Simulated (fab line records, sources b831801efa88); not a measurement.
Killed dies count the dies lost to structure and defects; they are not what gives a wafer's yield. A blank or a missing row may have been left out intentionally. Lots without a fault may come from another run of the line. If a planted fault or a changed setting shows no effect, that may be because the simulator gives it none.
Split-lot trial	flow sky130	23 wafers read across 5 lots, on a route 708 steps long

## THE SPLIT
At SKY_METAL5_SPUTTER_04 (material TiN, target thk 70 nm, time 58.3 s), the setting power_w was moved away from the recipe's 6500 W on 8 of the 23 wafers read, by -9.8% to +10.1%. For the rest of the wafers, this setting stayed at what the recipe calls for.

The reading comes from the split's own step.

## THE READING
TiN_of_METAL5_SPUTTER_04.thk_nm (the simulator's own value, which no gauge read), in nm, at SKY_METAL5_SPUTTER_04 (material TiN, target thk 70 nm, time 58.3 s). The file does not state a usual value for it. The 15 wafers here that ran the recipe average 70.23 nm, standard deviation 0.8 nm.

wafer	tool, chamber at the split	power_w as run, W	against the recipe	TiN_of_METAL5_SPUTTER_04.thk_nm, nm	against lot-mates on the recipe
L076.2	pvd_sputter-01, -	6500	recipe	69.97	-
L076.3	pvd_sputter-01, -	6500	recipe	70.48	-
L076.4	pvd_sputter-01, -	6500	recipe	69.81	-
L080.1	pvd_sputter-01, -	7158	+10.1%	76.95	+6.95
L080.2	pvd_sputter-01, -	6500	recipe	68.98	-
L080.3	pvd_sputter-01, -	6500	recipe	70.51	-
L080.4	pvd_sputter-01, -	7158	+10.1%	76.66	+6.66
L080.6	pvd_sputter-01, -	6500	recipe	70.5	-
L081.1	pvd_sputter-02, -	6500	recipe	70.62	-
L081.2	pvd_sputter-02, -	6500	recipe	71.02	-
L081.3	pvd_sputter-02, -	6997	+7.6%	76.51	+5.35
L081.4	pvd_sputter-02, -	6997	+7.6%	76.95	+5.79
L081.5	pvd_sputter-02, -	6500	recipe	71.83	-
L083.2	pvd_sputter-01, -	5860	-9.8%	63.04	-6.82
L083.3	pvd_sputter-01, -	6500	recipe	69.14	-
L083.4	pvd_sputter-01, -	5860	-9.8%	62.89	-6.97
L083.5	pvd_sputter-01, -	6500	recipe	71.3	-
L083.6	pvd_sputter-01, -	6500	recipe	69.13	-
L082.1	pvd_sputter-04, -	6174	-5.0%	65.58	-4.47
L082.2	pvd_sputter-04, -	6500	recipe	69.84	-
L082.3	pvd_sputter-04, -	6500	recipe	70.64	-
L082.4	pvd_sputter-04, -	6174	-5.0%	65.81	-4.24
L082.6	pvd_sputter-04, -	6500	recipe	69.66	-

FIT RESULTS
A straight line over all 23 wafers: TiN_of_METAL5_SPUTTER_04.thk_nm changes by +0.745 nm for each +1% of power_w; r = +0.98; the points scatter about the line by 0.82 nm.
The same after taking each lot's own level away (the mean of its wafers on the recipe; 23 wafers): +0.712 nm for each +1%; r = +0.99; scatter 0.61 nm.
Per that fit: largest power_w move, reading shift of 7.2 nm.
From 69.857 to 71.157 nm: that is the span of the lots' own levels, equal to 1.6 times the standard deviation above.
The two slopes are in agreement: the lot-to-lot level therefore moves the slope only a little.
Check: with one of the wafers moved furthest among these (+10.1%) left out of the fit, the line predicts +7.17 nm for it against its lot-mates. It came out at +6.95 nm against them.

## THE OTHER SPLITS THESE WAFERS WENT THROUGH
These wafers also went through other splits before the reading. Each is held against what the fit with the lots' levels taken away leaves over:
other split on the same wafers	wafers away from the commonest value	r with TiN_of_METAL5_SPUTTER_04.thk_nm (lot level and that fit taken away)
SKY_METAL3_EXPOSE_10 dose_mj	8	+0.06
SKY_VIA3_HDPCVD_00 time_s	6	-0.07
SKY_VIA3_SPUTTER_20 chamber_pressure_pa	10	-0.06
SKY_METAL4_SPUTTER_00 time_s	6	-0.14
SKY_CAP2M_EXPOSE_09 dose_mj	11	-0.10
SKY_CAP2M_DEVELOP_11 develop_time_s	11	+0.37
SKY_VIA4_HDPCVD_00 sih4_flow_sccm	9	-0.03
SKY_VIA4_EXPOSE_08 dose_mj	7	+0.13
SKY_VIA4_CVD_18 temp_c	10	+0.06

## FILE'S OWN FIT
TiN_of_METAL5_SPUTTER_04.thk_nm changes by +0.711 nm for each +1% of power_w, r = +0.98.
